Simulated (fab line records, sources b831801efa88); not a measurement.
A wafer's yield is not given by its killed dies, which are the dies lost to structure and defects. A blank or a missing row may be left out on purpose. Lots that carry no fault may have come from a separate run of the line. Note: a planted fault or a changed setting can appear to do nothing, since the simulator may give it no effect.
fab line records    flow sky130
[record] lots = 7  wafers = 21  last_day = 50
route steps=708 shown METAL3@561 VIA3@573 PAD_OPEN@708
lots that met no fault: taken from a fault-free run of the same line
start_h: hours from the record's opening day to when the first of the lot's shown wafers began    wait_h: hours from the lot's prior step to this one    " same as the row above    L1.1+2: a single row standing in for several wafers    - no value, or no start was given    * or withheld: withheld    < > ~ a bound
route shown NAME@n: names a module that has steps shown in the file, with the first one's number in the route    usual: mean/standard deviation of fault-free wafers    same: alike in all rows    chamber/n: place in a boat    sites: the reading at each site    _std_site: how widely they spread, as a standard deviation    _edge_site: mean of outer sites minus mean of inner sites    radius_mm: how far each site lies from the wafer's centre    mask NAME#n: copy n    behind: the last tool/chamber to shape the wafer    hold: why the lot was held/for how many hours/how that ended    device: the transistor (n, p or np) that didn't switch    end of line: tests run on the same wafers once the route is complete    a step given without rows: its recipe and nothing more    killed: count of dies lost to structure and defects at first sort (not the wafer's yield)    map: shows each die of a wafer: x if killed, . if not, _ if none is there
set.NAME: the setting that was run; set.NAME@STEP: the one run at that earlier step    model.NAME: the simulator's own value behind a step, which no gauge read
lots at selected steps of the route; one table per step, one row per wafer
services: when a tool's chamber went out of use (start_h, in hours from the record's first day, below 0 if earlier), for how many hours, and the reason
[[steps]]
[step SKY_METAL3_PEB_11]
[recipe] peb_temp_c = withheld  peb_time_s = withheld  resist = KrF-thick
[step SKY_METAL3_DEVELOP_12]
[recipe] develop_time_s = 60  resist = KrF-thick  dev_temp_c = 21
[step SKY_METAL3_CD_MEAS_13]
[recipe] target_cd_nm = 300
[usual] cd_nm = 300.2/1.5
lot.wafer  tool       chamber  start_h  wait_h  cd_nm
L875.2     cd_sem-01  -        912.67   -       299.6
L875.3     "          -        "        "       298.3
L875.4     "          -        "        "       299.9
L879.3     cd_sem-01  -        968.29   -       301.7
L879.5     "          -        "        "       303.5
L879.6     "          -        "        "       301.4
L881.4     cd_sem-02  -        973.24   -       301.4
L881.5     "          -        "        "       298.7
L881.6     "          -        "        "       299.6
L882.4     cd_sem-02  -        975.11   -       299.4
L882.5     "          -        "        "       299.4
L882.6     "          -        "        "       298.1
L891.1     cd_sem-02  -        1048.85  -       298.3
L891.4     "          -        "        "       298.7
L891.6     "          -        "        "       298.0
L892.3     cd_sem-01  -        1055.52  -       300.3
L892.5     "          -        "        "       300.8
L892.6     "          -        "        "       301.2
L895.1     cd_sem-02  -        1055.65  -       299.5
L895.3     "          -        "        "       298.0
L895.6     "          -        "        "       298.5
[step SKY_METAL3_OVL_MEAS_14]
[usual] METAL3_OVL = 5/4.7
lot.wafer  tool        chamber  start_h  wait_h  METAL3_OVL[nm]
L875.2     overlay-01  -        912.77   0.1     10
L875.3     "           -        "        "       10
L875.4     "           -        "        "       11
L879.3     overlay-02  -        968.38   0.1     -3
L879.5     "           -        "        "       3
L879.6     "           -        "        "       3
L881.4     overlay-01  -        973.32   0.1     -4
L881.5     "           -        "        "       -2
L881.6     "           -        "        "       -3
L882.4     overlay-01  -        975.19   0.1     1
L882.5     "           -        "        "       5
L882.6     "           -        "        "       2
L891.1     overlay-01  -        1048.97  0.1     3
L891.4     "           -        "        "       9
L891.6     "           -        "        "       4
L892.3     overlay-01  -        1055.61  0.1     10
L892.5     "           -        "        "       6
L892.6     "           -        "        "       4
L895.1     overlay-02  -        1055.77  0.1     7
L895.3     "           -        "        "       8
L895.6     "           -        "        "       3
[step SKY_METAL3_DESCUM_15]
[recipe] chemistry = O2  source_power_w = 150  bias_power_w = 0  pressure_mtorr = 10  temp_c = 40  time_s = 8
[usual] drypump_motor_current_A = 5.5/0.4  oes_product_au = 0.996/0.016
lot.wafer  tool          chamber  start_h  wait_h  drypump_motor_current_A  oes_product_au  rf_hours_counter_h
L875.2     rie_metal-01  1        912.80   0.0     5.3                      1.009           15
L875.3     "             0        "        "       4.7                      1.028           -
L875.4     "             1        "        "       5.3                      1.010           -
L879.3     rie_metal-02  0        968.42   0.0     5.5                      0.995           -
L879.5     "             0        "        "       5.5                      0.987           -
L879.6     "             1        "        "       5.4                      0.973           -
L881.4     rie_metal-01  1        973.34   0.0     5.3                      1.000           -
L881.5     "             0        "        "       4.7                      1.014           -
L881.6     "             1        "        "       5.3                      1.007           -
L882.4     rie_metal-04  0        975.22   0.0     5.3                      1.003           -
L882.5     "             0        "        "       5.3                      0.999           -
L882.6     "             1        "        "       6.3                      1.025           -
L891.1     rie_metal-02  0        1049.01  0.0     5.6                      0.978           19
L891.4     "             0        "        "       5.5                      0.979           -
L891.6     "             0        "        "       5.5                      0.970           -
L892.3     rie_metal-02  1        1055.65  0.0     5.4                      0.981           -
L892.5     "             0        "        "       5.5                      0.979           -
L892.6     "             1        "        "       5.4                      0.995           -
L895.1     rie_metal-02  0        1055.81  0.0     5.6                      0.982           20
L895.3     "             1        "        "       5.4                      0.983           -
L895.6     "             0        "        "       5.5                      0.981           -
[step SKY_METAL3_ETCH_16]
[recipe] chemistry = N2/H2  target = BARC  ion_energy_ev = 200  bias_w = 100  pressure_mtorr = 30  n2_flow_sccm = 100  h2_flow_sccm = 200  icp_w = 500  stop_on = SiO2  time_s = 88.2  target_depth_a = 600
[step SKY_METAL3_ETCH_17]
[recipe] target = SiO2  stop_on = TiN  chemistry = C4F8/O2/Ar  source_w = 1500  bias_w = 1200  pressure_mtorr = 40  c4f8_flow_sccm = withheld  O2_flow_sccm = 6  Ar_flow_sccm = 300  time_s = 3.9  target_depth_a = 150
[usual] oes_product_au = 0.755/0.0073
lot.wafer  tool         chamber  start_h  wait_h  oes_product_au  rf_hours_counter_h
L875.2     rie_diel-03  2        912.94   0.1     0.745           7
L875.3     "            1        "        "       0.757           15
L875.4     "            3        "        "       0.753           16
L879.3     rie_diel-03  3        968.54   0.0     0.747           17
L879.5     "            3        "        "       0.753           -
L879.6     "            2        "        "       0.759           -
L881.4     rie_diel-02  2        973.46   0.0     0.750           5
L881.5     "            2        "        "       0.756           -
L881.6     "            1        "        "       0.769           -
L882.4     rie_diel-02  0        975.34   0.0     0.752           4
L882.5     "            1        "        "       0.752           -
L882.6     "            0        "        "       0.753           -
L891.1     rie_diel-03  0        1049.14  0.1     0.741           24
L891.4     "            1        "        "       0.761           19
L891.6     "            0        "        "       0.756           -
L892.3     rie_diel-04  3        1055.76  0.0     0.761           18
L892.5     "            0        "        "       0.745           -
L892.6     "            1        "        "       0.745           -
L895.1     rie_diel-03  3        1055.94  0.1     0.749           20
L895.3     "            2        "        "       0.758           11
L895.6     "            0        "        "       0.767           -
[step SKY_METAL3_METAL_ETCH_18]
[recipe] target_depth_a = 8450  stop_on = SiO2  over_etch_frac = 0.3  time_s = 183.1  chemistry = Cl2/BCl3  resist_sidewall_deg = 88  pressure_mtorr = 10  icp_w = 900  bias_w = 48.5  Cl2_flow_sccm = 60  bcl3_flow_sccm = 30
[usual] drypump_motor_current_A = 5.2/0.43  oes_product_au = 0.863/0.0061  throttle_valve_pct = 22.264/0.0088
lot.wafer  tool          chamber  start_h  wait_h  drypump_motor_current_A  oes_product_au  rf_hours_counter_h  throttle_valve_pct
L875.2     rie_metal-02  0        912.95   0.0     5.6                      0.871           13                  22.262
L875.3     "             1        "        "       5.4                      0.866           -                   22.265
L875.4     "             0        "        "       5.6                      0.864           -                   22.275
L879.3     rie_metal-04  1        968.61   0.1     6.3                      0.861           -                   22.267
L879.5     "             0        "        "       5.3                      0.867           -                   22.263
L879.6     "             1        "        "       6.3                      0.857           -                   22.268
L881.4     rie_metal-04  0        973.54   0.1     5.3                      0.856           -                   22.268
L881.5     "             1        "        "       6.3                      0.856           -                   22.261
L881.6     "             0        "        "       5.3                      0.863           -                   22.254
L882.4     rie_metal-02  1        975.42   0.1     5.4                      0.868           -                   22.265
L882.5     "             0        "        "       5.5                      0.861           -                   22.279
L882.6     "             1        "        "       5.4                      0.871           -                   22.267
L891.1     rie_metal-01  1        1049.16  0.0     5.3                      0.867           23                  22.267
L891.4     "             1        "        "       5.3                      0.859           -                   22.285
L891.6     "             1        "        "       5.3                      0.867           -                   22.257
L892.3     rie_metal-01  0        1055.84  0.1     4.7                      0.861           -                   22.256
L892.5     "             0        "        "       4.7                      0.856           -                   22.278
L892.6     "             1        "        "       5.3                      0.871           -                   22.252
L895.1     rie_metal-02  1        1055.96  0.0     5.4                      0.865           14                  22.265
L895.3     "             1        "        "       5.4                      0.847           -                   22.258
L895.6     "             1        "        "       5.4                      0.864           -                   22.256
[step SKY_METAL3_STRIP_19]
[recipe] chemistry = O2/N2  power_w = 1400  pressure_mtorr = 1500  platen_temp_c = withheld  o2_flow_sccm = 3000  n2_flow_sccm = 300  overash_fraction = 0.5
[usual] drypump_motor_current_A = 5.33/0.26  oes_product_au = 0.500/0.0062  strip_time_to_endpoint_s = 6.50/0.098
lot.wafer  tool             chamber  start_h  wait_h  drypump_motor_current_A  oes_product_au  rf_hours_counter_h  strip_time_to_endpoint_s
L875.2     plasma_asher-01  0        913.13   0.1     5.56                     0.506           113                 6.59
L875.3     "                1        "        "       4.88                     0.509           -                   6.60
L875.4     "                0        "        "       5.57                     0.496           -                   6.56
L879.3     plasma_asher-01  0        968.77   0.1     5.57                     0.492           -                   6.28
L879.5     "                1        "        "       4.94                     0.502           -                   6.48
L879.6     "                0        "        "       5.56                     0.490           -                   6.31
L881.4     plasma_asher-01  1        973.69   0.1     4.94                     0.506           -                   6.57
L881.5     "                0        "        "       5.56                     0.506           -                   6.42
L881.6     "                1        "        "       4.91                     0.509           -                   6.60
L882.4     plasma_asher-03  0        975.57   0.1     5.64                     0.504           -                   6.61
L882.5     "                0        "        "       5.67                     0.503           -                   6.56
L882.6     "                1        "        "       5.17                     0.508           -                   6.64
L891.1     plasma_asher-03  0        1049.33  0.1     5.63                     0.509           30                  6.62
L891.4     "                1        "        "       5.17                     0.507           -                   6.58
L891.6     "                1        "        "       5.17                     0.507           -                   6.61
L892.3     plasma_asher-02  0        1056.06  0.2     5.42                     0.506           -                   6.46
L892.5     "                1        "        "       5.22                     0.505           -                   6.49
L892.6     "                0        "        "       5.42                     0.502           -                   6.51
L895.1     plasma_asher-03  1        1056.13  0.1     5.18                     0.509           31                  6.65
L895.3     "                1        "        "       5.17                     0.507           -                   6.67
L895.6     "                1        "        "       5.16                     0.504           -                   6.67
[step SKY_METAL3_STRIP_20]
[recipe] chemistry = post_etch_residue_remover  time_s = 1200  temp_c = 72.5
[step SKY_METAL3_CLEAN_21]
[recipe] chemistry = IPA  time_s = 180  temp_c = 25
[step SKY_METAL3_CLEAN_22]
[recipe] chemistry = O3/DIW  dry = n2_spin
[step SKY_VIA3_HDPCVD_00]
[recipe] material = SiO2  target_thk_nm = 1635  sigma_open_frac = 0.3  time_s = 272.5  temp_c = 400  sih4_flow_sccm = 60  pressure_mtorr = 6
lot.wafer  tool       chamber  start_h  wait_h  model.SiO2_of_VIA3_HDPCVD_00.thk_nm
L875.2     hdpcvd-01  0        913.72   0.0     1660
L875.3     "          1        "        "       1645
L875.4     "          1        "        "       1649
L879.3     hdpcvd-02  1        969.36   0.0     814.4
L879.5     "          2        "        "       1586
L879.6     "          1        "        "       796.9
L881.4     hdpcvd-02  1        974.35   0.1     814.7
L881.5     "          2        "        "       1602
L881.6     "          0        "        "       1631
L882.4     hdpcvd-02  0        976.24   0.1     1649
L882.5     "          2        "        "       1598
L882.6     "          1        "        "       805.1
L891.1     hdpcvd-01  0        1050.00  0.0     1643
L891.4     "          1        "        "       1650
L891.6     "          2        "        "       1640
L895.1     hdpcvd-02  0        1056.72  0.0     1642
L895.3     "          1        "        "       1609
L895.6     "          2        "        "       1633
L892.3     hdpcvd-01  1        1056.76  0.0     1640
L892.5     "          0        "        "       1625
L892.6     "          1        "        "       1621
[step SKY_VIA3_THK_MEAS_01]
[recipe] reads = SiO2_of_VIA3_HDPCVD_00
[usual] VIA3_HDPCVD_THK = 1626/16
lot.wafer  tool           chamber  start_h  wait_h  hold                      VIA3_HDPCVD_THK[nm]
L875.2     film_metro-03  -        913.90   0.1     -                         1661
L875.3     "              -        "        "       -                         1646
L875.4     "              -        "        "       -                         1647
L879.3     film_metro-01  -        969.55   0.1     await_dispo/0.2h/release  815
L879.5     "              -        "        "       await_dispo/0.2h/release  1584
L879.6     "              -        "        "       await_dispo/0.2h/release  797
L879.3     film_metro-01  -        969.78   0.2     -                         814
L879.5     "              -        "        "       -                         1586
L879.6     "              -        "        "       -                         797
L881.4     film_metro-01  -        974.46   0.0     await_dispo/0.2h/release  815
L881.5     "              -        "        "       await_dispo/0.2h/release  1601
L881.6     "              -        "        "       await_dispo/0.2h/release  1629
L881.4     film_metro-01  -        974.69   0.2     -                         815
L881.5     "              -        "        "       -                         1601
L881.6     "              -        "        "       -                         1630
L882.4     film_metro-03  -        976.35   0.0     await_dispo/0.2h/release  1648
L882.5     "              -        "        "       await_dispo/0.2h/release  1598
L882.6     "              -        "        "       await_dispo/0.2h/release  805
L882.4     film_metro-03  -        976.58   0.2     -                         1650
L882.5     "              -        "        "       -                         1598
L882.6     "              -        "        "       -                         805
L891.1     film_metro-01  -        1050.17  0.1     -                         1642
L891.4     "              -        "        "       -                         1650
L891.6     "              -        "        "       -                         1640
L895.1     film_metro-03  -        1056.89  0.1     -                         1643
L895.3     "              -        "        "       -                         1609
L895.6     "              -        "        "       -                         1633
L892.3     film_metro-02  -        1056.95  0.1     -                         1640
L892.5     "              -        "        "       -                         1625
L892.6     "              -        "        "       -                         1622
[step SKY_VIA3_CMP_02]
[recipe] material = SiO2  down_force_psi = 4  platen_rpm = 60  pad_velocity_m_s = 0.94248
[usual] motor_current_A = 12.1/1.1  platen_rpm = 60.00/0.043
lot.wafer  tool    chamber  start_h  wait_h  hold                      motor_current_A  platen_rpm
L875.4     cmp-02  3        913.95   0.0     -                         11.4             59.96
L875.2     "       0        "        "       -                         13.6             60.05
L875.3     "       2        "        "       -                         11.0             60.01
L879.3     cmp-02  3        972.22   2.4     await_dispo/2.4h/release  10.3             60.00
L879.6     "       3        "        "       await_dispo/2.4h/release  10.0             60.01
L879.5     "       0        "        "       await_dispo/2.4h/release  13.3             60.05
L881.4     cmp-01  0        976.83   2.1     await_dispo/1.6h/release  13.0             60.01
L881.5     "       1        "        "       await_dispo/1.6h/release  11.3             60.04
L881.6     "       2        "        "       await_dispo/1.6h/release  12.8             59.95
L882.4     cmp-01  0        979.57   3.0     await_dispo/2.9h/release  12.8             59.97
L882.6     "       2        "        "       await_dispo/2.9h/release  12.4             60.01
L882.5     "       3        "        "       await_dispo/2.9h/release  14.2             60.02
L891.1     cmp-01  3        1050.23  0.1     -                         13.6             59.97
L891.4     "       2        "        "       -                         13.3             59.96
L891.6     "       0        "        "       -                         12.8             60.02
L895.3     cmp-01  1        1056.95  0.0     -                         11.4             59.98
L895.1     "       3        "        "       -                         14.2             59.93
L895.6     "       1        "        "       -                         10.9             60.05
L892.3     cmp-02  2        1057.27  0.3     -                         11.6             59.98
L892.6     "       3        "        "       -                         10.8             60.08
L892.5     "       0        "        "       -                         12.8             60.00
[step SKY_PAD_OPEN_PROBE_99]
lot.wafer  tool       chamber  start_h  wait_h  model.etest.met4_comb.leak_log10_a_um
L875.2     prober-01  -        1083.29  0.1     -11.95
L875.3     prober-01  -        1083.34  0.2     -12.12
L875.4     prober-01  -        1083.39  0.2     -12.1
L879.3     prober-01  -        1130.61  0.2     -6.972
L879.5     prober-01  -        1130.71  0.2     -11.9
L879.6     prober-01  -        1130.76  0.2     -7.051
L881.4     prober-02  -        1136.35  0.2     -6.996
L881.5     prober-02  -        1136.40  0.2     -11.89
L881.6     prober-02  -        1136.45  0.2     -11.9
L882.4     prober-01  -        1137.30  0.2     -12.02
L882.5     prober-01  -        1137.35  0.2     -12.19
L882.6     prober-01  -        1137.40  0.2     -7.044
L891.1+4   prober-02  -        1191.04  0.1     -12.07
L891.6     prober-02  -        1191.29  0.2     -12
L895.1     prober-02  -        1196.92  0.1     -11.87
L895.3+6   prober-02  -        1197.02  0.2     -11.93
L892.3     prober-01  -        1198.43  0.2     -12.28
L892.5     prober-01  -        1198.53  0.2     -11.99
L892.6     prober-01  -        1198.58  0.2     -11.79
// killed by level:class
L875.2 VIA1:geometric_particle:open=15 CONTACT:geometric_particle:open=12 POLY_GATE:geometric_particle:open=7 VIA2:geometric_particle:open=7 FIELD_ISO:geometric_particle:open=5 CONTACT:geometric_particle:short=5 VIA2:geometric_particle:short=5 VIA1:geometric_particle:short=5
L875.3 VIA1:geometric_particle:open=19 CONTACT:geometric_particle:open=16 LI_CONTACT:geometric_particle:open=7 CONTACT:geometric_particle:short=6 VIA1:geometric_particle:short=5 VIA2:geometric_particle:open=5 VIA3:geometric_particle:open=5 LOCAL_INTERCONNECT:geometric_particle:short=4
L875.4 CONTACT:geometric_particle:open=10 VIA1:geometric_particle:open=10 LI_CONTACT:geometric_particle:open=9 POLY_GATE:geometric_particle:short=6 METAL1:geometric_particle:short=6 METAL2:geometric_particle:short=6 METAL4:geometric_particle:short=5 FIELD_ISO:geometric_particle:short=4
L891.1 CONTACT:geometric_particle:open=12 LI_CONTACT:geometric_particle:open=11 VIA3:geometric_particle:open=10 VIA1:geometric_particle:open=8 METAL3:geometric_particle:short=7 FIELD_ISO:geometric_particle:open=6 LI_CONTACT:geometric_particle:short=5 LOCAL_INTERCONNECT:geometric_particle:short=5
L891.4 VIA1:geometric_particle:open=10 CONTACT:geometric_particle:open=9 VIA1:geometric_particle:short=9 VIA3:geometric_particle:open=7 CONTACT:geometric_particle:short=6 METAL2:geometric_particle:short=6 VIA2:geometric_particle:open=6 LI_CONTACT:geometric_particle:open=5
L891.6 VIA2:geometric_particle:open=9 CONTACT:geometric_particle:open=8 FIELD_ISO:geometric_particle:open=6 VIA1:geometric_particle:open=6 POLY_GATE:geometric_particle:short=5 LI_CONTACT:geometric_particle:open=5 LOCAL_INTERCONNECT:geometric_particle:short=5 VIA2:geometric_particle:short=5
L895.1 VIA1:geometric_particle:open=10 VIA2:geometric_particle:open=9 CONTACT:geometric_particle:short=7 FIELD_ISO:geometric_particle:short=6 LI_CONTACT:geometric_particle:open=6 CONTACT:geometric_particle:open=6 METAL1:geometric_particle:short=6 POLY_GATE:geometric_particle:open=5
L895.3 LI_CONTACT:geometric_particle:open=10 METAL1:geometric_particle:short=8 CONTACT:geometric_particle:open=7 VIA2:geometric_particle:open=7 LOCAL_INTERCONNECT:geometric_particle:short=6 METAL2:geometric_particle:short=6 VIA3:geometric_particle:open=6 VIA1:geometric_particle:short=5
L895.6 VIA1:geometric_particle:open=14 VIA2:geometric_particle:open=10 VIA3:geometric_particle:open=8 FIELD_ISO:geometric_particle:short=6 LOCAL_INTERCONNECT:geometric_particle:short=6 CONTACT:geometric_particle:short=5 POLY_GATE:geometric_particle:short=4 SPACER:geometric_particle:short=4
L892.3 VIA1:geometric_particle:open=8 METAL1:geometric_particle:short=7 METAL2:geometric_particle:short=7 LI_CONTACT:geometric_particle:open=6 FIELD_ISO:geometric_particle:open=5 VIA3:geometric_particle:open=5 CONTACT:geometric_particle:open=5 VIA1:geometric_particle:short=5
L892.5 VIA1:geometric_particle:open=19 VIA3:geometric_particle:open=11 LI_CONTACT:geometric_particle:open=11 CONTACT:geometric_particle:open=11 METAL1:geometric_particle:short=8 POLY_GATE:geometric_particle:short=6 VIA2:geometric_particle:open=6 VIA1:geometric_particle:short=5
L892.6 VIA1:geometric_particle:open=11 LI_CONTACT:geometric_particle:open=8 VIA2:geometric_particle:open=8 METAL1:geometric_particle:short=7 LI_CONTACT:geometric_particle:short=5 CONTACT:geometric_particle:open=5 VIA3:geometric_particle:short=5 METAL2:geometric_particle:short=4
[[services]]
tool             chamber  start_h  hours  kind
cmp-01           -        912.00   4.0    pm
cmp-01           -        914.24   1.6    repair
cmp-02           -        929.78   1.1    repair
hdpcvd-02        -        948.10   1.0    repair
rie_metal-02     -        948.85   1.1    repair
hdpcvd-02        -        950.25   15.0   pm
hdpcvd-02        0        950.77   3.4    repair
cmp-01           -        950.98   5.6    repair
cmp-02           -        951.52   1.5    repair
plasma_asher-01  -        955.31   0.6    repair
cmp-01           -        958.30   6.8    pm
rie_diel-03      -        971.89   2.3    repair
rie_diel-03      0        975.54   5.0    repair
rie_metal-04     -        975.93   14.6   pm
plasma_asher-01  -        981.52   5.5    repair
rie_diel-03      -        991.72   2.8    pm
rie_diel-03      0        1010.08  10.3   repair
hdpcvd-01        -        1019.64  4.3    pm
cmp-01           -        1028.42  0.9    repair
cmp-01           -        1037.75  8.1    pm
hdpcvd-02        -        1041.29  0.8    pm
rie_metal-04     0        1053.67  6.0    repair
rie_diel-03      1        1053.82  5.6    repair
plasma_asher-01  -        1055.25  9.0    pm
[[key]]
[first_sign] step = SKY_VIA3_THK_MEAS_01  reading = visit  direction = added
[effect] step = SKY_VIA3_THK_MEAS_01  reading = VIA3_HDPCVD_THK  direction = down  sigmas = 50  usual = 1626  struck = 808
[model_effect] step = SKY_VIA3_HDPCVD_00  value = SiO2_of_VIA3_HDPCVD_00.thk_nm  without = 1608  struck = 807.8
[model_effect] step = SKY_PAD_OPEN_PROBE_99  value = etest.met4_comb.leak_log10_a_um  without = -12  struck = -7.015
met_at SKY_VIA3_HDPCVD_00
struck_wafers L879.3,L879.6,L881.4,L882.6
sort_left_out L879.3,L879.6,L881.4,L882.6
[fault] kind = process_parameter_drift  tool = hdpcvd-02  chamber = 1  onset_h = 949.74  steps = SKY_VIA3_HDPCVD_00  channel = target_thk_nm  offset = -800.24  shape = step  end_h = 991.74  acts_in = these_recipes_only  stated = 1635
// sort_left_out: the simulated sort isn't trusted on such a fault, so these wafers' sort isn't shown, and their yield isn't known
